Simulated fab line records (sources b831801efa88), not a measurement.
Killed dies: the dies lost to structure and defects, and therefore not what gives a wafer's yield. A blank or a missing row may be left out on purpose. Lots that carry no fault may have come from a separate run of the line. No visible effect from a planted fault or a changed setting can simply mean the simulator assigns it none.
Which tool is to blame? ; flow sfq-line ; 14 lots, 42 wafers sampled, at 7 steps of a route of 325

## WHAT THE GAUGES SHOWED, per wafer
SFQ_L0_RS_MEAS_901: measures by four-point-probe. Usual: L0_MONX_KI_RS typically reads 43.5 ohm/sq, with standard deviation 0.4.
lot;measured;on;L0_MONX_KI_RS (ohm/sq);flag
L923;day 1 12:35;film-metro-01;43.1 43.6 43.4;
L924;day 1 17:36;film-metro-01;43.6 43.2 43.2;
L926;day 2 03:34;film-metro-03;43.4 43.4 43.6;
L927;day 2 08:54;film-metro-03;43.6 43.2 43.7;
L928;day 2 13:34;film-metro-03;43.5 43.1 43.5;
L929;day 2 18:35;film-metro-01;44.2 43.9 43.6;
L930;day 2 23:37;film-metro-03;43.7 44.0 44.0;
L931;day 3 04:34;film-metro-02;42.9 43.2 43.5;
L932;day 3 09:34;film-metro-03;43.2 43.6 43.3;
L935;day 4 00:38;film-metro-02;43.1 43.5 43.5;
L936;day 4 05:34;film-metro-02;34.0 34.1 34.0 34.0 34.0 33.9;OFF
L937;day 4 10:37;film-metro-02;42.8 43.1 42.4;
L938;day 4 15:49;film-metro-01;43.6 43.8 44.1;
L939;day 4 20:43;film-metro-03;33.7 33.8 33.7 33.7 33.9 33.9;OFF

SFQ_L0_THK_MEAS_902: measures by xrf. Usual: L0_MONX_KI_THK typically reads 39.7 nm, with standard deviation 0.38.
lot;measured;on;L0_MONX_KI_THK (nm);flag
L923;day 1 12:41;film-metro-01;40.1 40.0 40.0;
L924;day 1 17:42;film-metro-01;39.9 39.9 40.2;
L926;day 2 03:41;film-metro-03;39.8 39.9 39.6;
L927;day 2 09:01;film-metro-03;39.7 40.1 39.3;
L928;day 2 13:41;film-metro-03;39.8 40.0 39.8;
L929;day 2 18:41;film-metro-01;39.1 38.9 39.4;
L930;day 2 23:43;film-metro-03;39.3 39.4 39.4;
L931;day 3 04:41;film-metro-02;40.0 40.1 39.9;
L932;day 3 09:41;film-metro-03;40.2 39.5 40.0;
L935;day 4 00:44;film-metro-02;40.1 39.6 39.7;
L936;day 4 08:41;film-metro-02;51.0 50.7 50.6 50.7 50.7 50.8;OFF
L937;day 4 10:44;film-metro-02;40.3 39.9 40.7;
L938;day 4 15:55;film-metro-01;39.7 39.4 39.8;
L939;day 5 02:42;film-metro-01;51.1 51.0 50.9 50.9 50.9 50.8;OFF

SFQ_I7_OVL_MEAS_947. Usual: I7_OVL typically reads 0 nm, with standard deviation 5.6.
lot;measured;on;I7_OVL (nm);flag
L923;day 68 10:22;overlay-01;7 6 2;
L924;day 68 18:46;overlay-01;0 0 6;
L926;day 69 11:33;overlay-01;-5 -11 -10;
L927;day 69 21:55;overlay-02;7 9 8;
L928;day 70 02:42;overlay-02;3 6 3;
L929;day 70 13:43;overlay-01;6 -4 -1;
L930;day 74 06:20;overlay-01;5 -2 5;
L931;day 74 08:43;overlay-01;-2 1 3;
L932;day 74 21:21;overlay-01;3 -2 -4;
L935;day 79 01:49;overlay-02;-2 -2 7;
L936;day 79 06:37;overlay-02;-6 -5 -5;
L937;day 79 10:13;overlay-02;-2 7 4;
L938;day 79 11:52;overlay-01;3 4 4;
L939;day 79 13:04;overlay-01;1 1 0;

SFQ_M8_THK_MEAS_950: measures by xrf. Usual: M8_AU_THK typically reads 180.9 nm, with standard deviation 2.6.
lot;measured;on;M8_AU_THK (nm);flag
L923;day 68 17:16;film-metro-01;182.1 181.1 180.9;
L924;day 69 01:40;film-metro-04;182.4 179.4 181.2;
L926;day 69 20:24;film-metro-03;181.2 181.6 179.7;
L927;day 70 07:13;film-metro-01;179.7 180.6 179.7;
L928;day 70 15:49;film-metro-03;178.1 176.1 176.3;
L929;day 70 19:32;film-metro-01;181.7 178.8 179.6;
L930;day 74 21:04;film-metro-04;180.5 181.6 181.7;
L931;day 75 00:38;film-metro-04;180.8 178.9 180.6;
L932;day 75 02:00;film-metro-04;182.4 184.6 181.1;
L935;day 82 00:17;film-metro-04;184.2 186.7 185.0;
L936;day 82 03:53;film-metro-04;180.0 182.9 181.8;
L937;day 82 06:32;film-metro-03;187.3 185.2 187.1;
L938;day 82 08:57;film-metro-01;182.2 180.1 183.5;
L939;day 82 11:22;film-metro-03;184.1 184.8 185.9;

## WHAT TOOL EACH LOT RAN ON (gives the tool, then ch and the chambers of the sampled wafers, and finally the start)
lot;SFQ_TRILAYER_L0_DEP_SPUTTER_003;SFQ_TRILAYER_L0_ETCH_METAL_ETCH_008;SFQ_TRILAYER_I0_VIA_STRIP_STRIP_035
L923;pvd-sputter-06, day 1 12:29;rie-metal-01 ch 0,1, day 2 13:17;rie-metal-02 ch 0, day 12 17:42
L924;pvd-sputter-03, day 1 17:29;rie-metal-03 ch 0, day 2 16:58;rie-metal-03 ch 0,1, day 13 01:06
L926;pvd-sputter-05, day 2 03:29;rie-metal-01 ch 0,1, day 3 06:05;rie-metal-02 ch 0,1, day 13 13:17
L927;pvd-sputter-03, day 2 08:29;rie-metal-01 ch 0,1, day 3 10:53;rie-metal-02 ch 0,1, day 13 20:29
L928;pvd-sputter-05, day 2 13:29;rie-metal-03 ch 0,1, day 3 14:29;rie-metal-01 ch 0,1, day 14 09:21
L929;pvd-sputter-05, day 2 18:29;rie-metal-03 ch 0,1, day 3 22:27;rie-metal-03 ch 0,1, day 15 02:13
L930;pvd-sputter-05, day 2 23:29;rie-metal-03 ch 0,1, day 4 04:28;rie-metal-03 ch 0,1, day 15 14:25
L931;pvd-sputter-06, day 3 04:29;rie-metal-04 ch 0,1, day 4 09:15;rie-metal-01 ch 0,1, day 15 21:25
L932;pvd-sputter-05, day 3 09:29;rie-metal-01 ch 0,1, day 4 17:45;rie-metal-01 ch 0,1, day 16 18:59
L935;pvd-sputter-06, day 4 00:29;rie-metal-01 ch 0,1, day 5 03:21;rie-metal-01 ch 0,1, day 17 17:35
L936;pvd-sputter-06, day 4 05:29;rie-metal-01 ch 0,1, day 5 09:21;rie-metal-01 ch 0,1, day 17 22:23
L937;pvd-sputter-03, day 4 10:29;rie-metal-01 ch 0,1, day 5 15:21;rie-metal-02 ch 1, day 18 04:23
L938;pvd-sputter-03, day 4 15:29;rie-metal-01 ch 0, day 5 18:57;rie-metal-01 ch 0, day 18 10:23
L939;pvd-sputter-06, day 4 20:35;rie-metal-03 ch 0,1, day 5 23:46;rie-metal-02 ch 0,1, day 18 15:23
- SFQ_TRILAYER_L0_DEP_SPUTTER_003: material MoNx KI, target thk 40 nm, time 100 s.
- SFQ_TRILAYER_L0_ETCH_METAL_ETCH_008: etches MoNx KI in SF6/O2, stops on SiO2, target depth 50 nm, time 25 s.
- SFQ_TRILAYER_I0_VIA_STRIP_STRIP_035: strips in O2.

## WHAT THE TOOLS THEMSELVES READ (means of the sampled wafers that have a number; where no wafer has one, the mark that the record gives instead)
SFQ_TRILAYER_L0_DEP_SPUTTER_003. Usual: 29.7 % for throttle-valve-pct, sd 0.86.
lot;tool;throttle-valve-pct (%);flag
L923;pvd-sputter-06;28.9;
L924;pvd-sputter-03;29.7;
L926;pvd-sputter-05;30.1;
L927;pvd-sputter-03;29.7;
L928;pvd-sputter-05;29.7;
L929;pvd-sputter-05;30.0;
L930;pvd-sputter-05;30.0;
L931;pvd-sputter-06;29.4;
L932;pvd-sputter-05;30.2;
L935;pvd-sputter-06;29.6;
L936;pvd-sputter-06;29.3;
L937;pvd-sputter-03;30.4;
L938;pvd-sputter-03;30.3;
L939;pvd-sputter-06;30.5;

SFQ_TRILAYER_L0_ETCH_METAL_ETCH_008. Usual: bias-w 80.02 W, standard deviation 0.25; drypump-motor-current-A 5.3 A, standard deviation 0.36; oes-product-au 0.874 a.u., standard deviation 0.0061; rf-fwd-power-W 592 W, standard deviation 3.
lot;tool;bias-w (W);drypump-motor-current-A (A);oes-product-au (a.u.);rf-fwd-power-W (W);flag
L923;rie-metal-01;80.00;5.5;0.874;592;
L924;rie-metal-03;80.10;4.8;0.873;590;
L926;rie-metal-01;79.96;5.3;0.871;593;
L927;rie-metal-01;79.81;5.5;0.868;592;
L928;rie-metal-03;80.28;5.4;0.877;593;
L929;rie-metal-03;80.06;5.4;0.874;593;
L930;rie-metal-03;80.19;5.4;0.872;595;
L931;rie-metal-04;80.22;5.1;0.875;590;
L932;rie-metal-01;79.93;5.3;0.876;593;
L935;rie-metal-01;80.05;5.5;0.877;595;
L936;rie-metal-01;80.07;5.3;0.990;593;OFF
L937;rie-metal-01;80.08;5.5;0.879;593;
L938;rie-metal-01;79.99;5.2;0.869;592;
L939;rie-metal-03;79.81;5.4;1.005;594;OFF

SFQ_TRILAYER_I0_VIA_STRIP_STRIP_035. Usual: drypump-motor-current-A 5.3 A, standard deviation 0.33; oes-product-au 1.005 a.u., standard deviation 0.0091.
lot;tool;drypump-motor-current-A (A);oes-product-au (a.u.);flag
L923;rie-metal-02;5.3;1.005;
L924;rie-metal-03;5.4;1.014;
L926;rie-metal-02;5.2;0.997;
L927;rie-metal-02;5.3;0.993;
L928;rie-metal-01;5.3;1.006;
L929;rie-metal-03;5.5;1.017;
L930;rie-metal-03;5.1;1.017;
L931;rie-metal-01;5.5;1.004;
L932;rie-metal-01;5.5;1.004;
L935;rie-metal-01;5.3;1.000;
L936;rie-metal-01;5.3;0.998;
L937;rie-metal-02;5.3;0.999;
L938;rie-metal-01;5.2;1.003;
L939;rie-metal-02;5.3;0.993;

## THE ANSWER, worked out from the rows above alone
Rule: a lot is off if the mean of its wafers that have a number lies more than 3 standard deviations from the usual mean. A lot without any number at a reading at which 4 lots or more have one is off too. Any other lot the step has rows for is counted as sound. Order of review: gauges by route order, followed by the tools' own readings, for which a lot's mean as printed above is used. At the first step where some lot is off, the reading lying furthest off is the one used; lots without a number count as furthest.
Off: L936, L939, seen at SFQ_L0_RS_MEAS_901 (L0_MONX_KI_RS).
A tool fits if, at a process step before that reading, it ran every lot that is off, and no sound lot after the first of them. Not tried: the gauges at SFQ_L0_RS_MEAS_901; whatever is off there is also off at SFQ_TRILAYER_L0_ETCH_METAL_ETCH_008, on other tools, and gauge error can't account for it. One fits: SFQ_TRILAYER_L0_DEP_SPUTTER_003 on pvd-sputter-06. A fault onset in the window from L935 (day 4 00:29, its last sound lot) to L936 (day 4 05:29, its first lot off) fits.

## WHAT THE SIMULATOR PUT IN
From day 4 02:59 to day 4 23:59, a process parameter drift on pvd-sputter-06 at SFQ_TRILAYER_L0_DEP_SPUTTER_003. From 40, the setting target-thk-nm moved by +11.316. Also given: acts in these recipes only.
Shown lots that were struck: L936, L939. This agrees with what the rule above found.
